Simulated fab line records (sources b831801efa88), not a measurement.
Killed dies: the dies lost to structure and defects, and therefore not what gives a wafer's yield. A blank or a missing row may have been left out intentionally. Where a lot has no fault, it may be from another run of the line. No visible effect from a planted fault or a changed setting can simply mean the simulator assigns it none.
Which of the tools did it? ; flow gf180mcu ; Sampling: 14 lots, 42 wafers, 4 of 602 route steps

WHAT THE GAUGES SHOWED, per wafer
GF_V5_THK_MEAS_03.
lot;measured;on;V5_CVD_02_THK (nm)
L228;day 26 23:14;film metro-03;1443 1445 1457
L230;day 27 16:00;film metro-01;1427 1424 1448
L231;day 27 16:19;film metro-01;1426 1456 1460
L233;day 28 10:16;film metro-01;1455 1469 1500
L235;day 29 05:11;film metro-03;1432 1435 1453
L238;day 29 12:27;film metro-03;1425 1442 1450
L239;day 29 16:49;film metro-01;1464 1475 1454
L240;day 30 08:41;film metro-03;1458 1466 1475
L241;day 30 10:38;film metro-01;1446 1446 1460
L242;day 30 10:55;film metro-03;1423 1434 1440
L243;day 30 22:24;film metro-03;1439 1481 1476
L244;day 31 06:14;film metro-03;1464 1427 1467
L245;day 31 11:14;film metro-04;1465 1492 1455
L246;day 31 16:01;film metro-04;1458 1460 1465

GF_V5_THK_MEAS_25: measures by xrf.
lot;measured;on;V5_W_THK (nm)
L228;day 27 21:49;film metro-01;336 342 339
L230;day 28 13:15;film metro-04;349 356 358
L231;day 28 13:54;film metro-03;351 349 354
L233;day 29 07:26;film metro-03;350 347 349
L235;day 30 02:08;film metro-04;355 354 353
L238;day 30 09:23;film metro-01;339 341 344
L239;day 30 13:53;film metro-04;350 348 346
L240;day 31 04:07;film metro-04;350 353 362
L241;day 31 06:34;film metro-04;356 358 351
L242;day 31 06:55;film metro-04;348 349 345
L243;day 31 17:43;film metro-03;346 352 348
L244;day 32 01:16;film metro-03;359 350 354
L245;day 32 05:37;film metro-01;342 340 338
L246;day 32 10:22;film metro-04;346 346 347

WHAT TOOL EACH LOT RAN ON (gives the tool, then ch and the chambers of the sampled wafers, and finally the start)
lot;GF_V5_DEVELOP_13;GF_V5_ETCH_17
L228;litho track-01 ch 0, day 27 20:08;rie diel-02 ch 0,3, day 27 21:49 or earlier
L230;litho track-02 ch 0, day 28 11:50;rie diel-01 ch 1,2, day 28 13:15 or earlier
L231;litho track-04 ch 0, day 28 12:32;rie diel-02 ch 0,1, day 28 13:54 or earlier
L233;litho track-02 ch 0, day 29 06:01;rie diel-02 ch 0,1,3, day 29 07:26 or earlier
L235;litho track-01 ch 0, day 30 00:47;rie diel-03 ch 0,2,3, day 30 02:08 or earlier
L238;litho track-02 ch 0, day 30 08:02;rie diel-03 ch 2,3, day 30 09:23 or earlier
L239;litho track-04 ch 0, day 30 12:34;rie diel-02 ch 0,1,3, day 30 13:53 or earlier
L240;litho track-02 ch 0, day 31 02:47;rie diel-03 ch 1,2,3, day 31 04:07 or earlier
L241;litho track-02 ch 0, day 31 05:16;rie diel-03 ch 0,2, day 31 06:34 or earlier
L242;litho track-02 ch 0, day 31 05:35;rie diel-01 ch 2,3, day 31 06:55 or earlier
L243;litho track-04 ch 0, day 31 16:23;rie diel-02 ch 0,1, day 31 17:43 or earlier
L244;litho track-02 ch 0, day 31 23:58;rie diel-01 ch 0,1,2, day 32 01:16 or earlier
L245;litho track-01 ch 0, day 32 04:20;rie diel-03 ch 0,3, day 32 05:37 or earlier
L246;litho track-04 ch 0, day 32 09:02;rie diel-01 ch 1,2,3, day 32 10:22 or earlier
- GF_V5_DEVELOP_13: develop time 60 s.
- GF_V5_ETCH_17: etches SiO2 in C4F8/O2/Ar, stops on TiN, target depth 855 nm.

AS READ BY THE TOOLS THEMSELVES (means over the sampled wafers that have a number; for cases with no such wafer, the mark the record gives instead)
GF_V5_DEVELOP_13.
lot;tool;developer temp C (C)
L228;litho track-01;21.00
L230;litho track-02;20.96
L231;litho track-04;20.93
L233;litho track-02;21.11
L235;litho track-01;21.11
L238;litho track-02;21.06
L239;litho track-04;20.92
L240;litho track-02;21.01
L241;litho track-02;20.89
L242;litho track-02;22.01
L243;litho track-04;20.92
L244;litho track-02;21.87
L245;litho track-01;20.94
L246;litho track-04;20.92

GF_V5_ETCH_17.
lot;tool;bias w (W);oes product au (a.u.)
L228;rie diel-02;1199;0.858
L230;rie diel-01;1195;0.858
L231;rie diel-02;1201;0.865
L233;rie diel-02;1201;0.859
L235;rie diel-03;1202;0.866
L238;rie diel-03;1198;0.860
L239;rie diel-02;1205;0.853
L240;rie diel-03;1201;0.861
L241;rie diel-03;1204;0.860
L242;rie diel-01;1200;0.861
L243;rie diel-02;1197;0.852
L244;rie diel-01;1199;0.860
L245;rie diel-03;1200;0.861
L246;rie diel-01;1200;0.858

THE ANSWER, worked out from the rows above alone
Rule: the lots themselves supply what counts as usual. The widest of any qualifying gaps counts: lots, ordered by their means at a reading, are off when they make up no more than a third of the lots, leave a main group of 4 or more, and stand apart from it by 3 or more times the standard deviation of that group's means. The tables above print the reading to a certain number of digits; a main group whose means all agree to those digits is not used. Also off: a lot with no number at a reading for which 4 or more lots have one. Any other lot the step has rows for is counted as sound. After the gauges, taken in route order, come the tools' own readings; for these a lot's mean is taken, as printed above. The first step at which some lot is off is used, and at that step the reading that is off furthest; a lot without a number counts as furthest.
Off, at GF_V5_DEVELOP_13 on developer temp C: L242, L244. For the main group the mean is 20.98 C and the standard deviation 0.074.
If a tool, at that step or one of the process steps before it, ran each lot that is off and ran no sound lot following the first of them, it fits. One fits: GF_V5_DEVELOP_13 on litho track-02. A fault onset in the window from L241 (day 31 05:16, its last sound lot) to L242 (day 31 05:35, its first lot off) fits.
On the lots that are off, the tool's own readings at GF_V5_DEVELOP_13 differ by more than 5 times the standard deviation of the sound lots' means, which bears it out; developer temp C reads 21.94 C there versus 20.98 C on the sound lots.

WHAT THE SIMULATOR PUT IN
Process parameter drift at GF_V5_DEVELOP_13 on litho track-02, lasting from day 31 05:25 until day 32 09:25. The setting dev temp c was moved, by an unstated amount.
Shown lots that were struck: L242, L244. The rule given above showed the same thing.
